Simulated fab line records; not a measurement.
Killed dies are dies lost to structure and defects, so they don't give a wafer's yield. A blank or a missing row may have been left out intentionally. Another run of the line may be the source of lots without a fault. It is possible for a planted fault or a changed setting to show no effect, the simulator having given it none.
Matching of chambers :: flow sky130 :: cmp-01 running SKY_LI_CONTACT_CMP_02: 4 sister chambers
The step polishes PSG. 8 wafers are shown with their chamber, then 8 later ones without.

WAFERS PAIRED WITH THEIR CHAMBERS
wafer: L770.1
chamber: 0
motor_current_A (A): 11.2
time_to_endpoint_s (s): 35.4

wafer: L770.6
chamber: 3
motor_current_A (A): 11.9
time_to_endpoint_s (s): 33.7

wafer: L772.4
chamber: 0
motor_current_A (A): 11.0
time_to_endpoint_s (s): 31.9

wafer: L772.5
chamber: 3
motor_current_A (A): 12.2
time_to_endpoint_s (s): 31.5

wafer: L782.4
chamber: 1
motor_current_A (A): 11.6
time_to_endpoint_s (s): 29.5

wafer: L782.5
chamber: 1
motor_current_A (A): 12.6
time_to_endpoint_s (s): 28.8

wafer: L782.6
chamber: 2
motor_current_A (A): 11.7
time_to_endpoint_s (s): 32.8

wafer: L784.1
chamber: 2
motor_current_A (A): 10.9
time_to_endpoint_s (s): 33.1

WAFERS WHOSE CHAMBER IS MISSING
wafer: L784.2
motor_current_A (A): 12.0
time_to_endpoint_s (s): 31.9

wafer: L784.3
motor_current_A (A): 11.1
time_to_endpoint_s (s): 30.1

wafer: L786.1
motor_current_A (A): 10.7
time_to_endpoint_s (s): 31.0

wafer: L786.2
motor_current_A (A): 11.9
time_to_endpoint_s (s): 29.6

wafer: L786.6
motor_current_A (A): 11.7
time_to_endpoint_s (s): 30.9

wafer: L789.3
motor_current_A (A): 12.0
time_to_endpoint_s (s): 32.3

wafer: L789.4
motor_current_A (A): 12.0
time_to_endpoint_s (s): 30.4

wafer: L789.6
motor_current_A (A): 12.3
time_to_endpoint_s (s): 28.4

CHAMBER TAKEN BY EACH
wafer: L784.2
from the rows above: can't be placed: 3 or 2 or 1 or 0
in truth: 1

wafer: L784.3
from the rows above: can't be placed: 2 or 1 or 0 or 3
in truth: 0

wafer: L786.1
from the rows above: can't be placed: 2 or 0 or 3 or 1
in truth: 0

wafer: L786.2
from the rows above: can't be placed: 1 or 3
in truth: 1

wafer: L786.6
from the rows above: can't be placed: 3 or 1 or 2 or 0
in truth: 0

wafer: L789.3
from the rows above: can't be placed: 3 or 2 or 0 or 1
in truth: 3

wafer: L789.4
from the rows above: can't be placed: 1 or 3 or 2
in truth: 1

wafer: L789.6
from the rows above: 1
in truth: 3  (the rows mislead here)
Placed correctly: 0 of 8. Cannot be placed on the basis of these rows: 7; the candidates contain the true chamber in 7. 1 placed wrongly.
How it was worked out, from the rows above alone: a wafer's distance from a chamber is the root of the sum, over the readings, of the square of ((its reading less the chamber's mean) divided by the reading's scatter). The wafer belongs to the nearest chamber; if the next one is less than 2 further off, it can't be placed. Each chamber's mean is taken over the wafers shown for it. The scatter: the root of (the sum of the squares of (reading less its chamber's mean) over the shown wafers, divided by (wafers less chambers)).
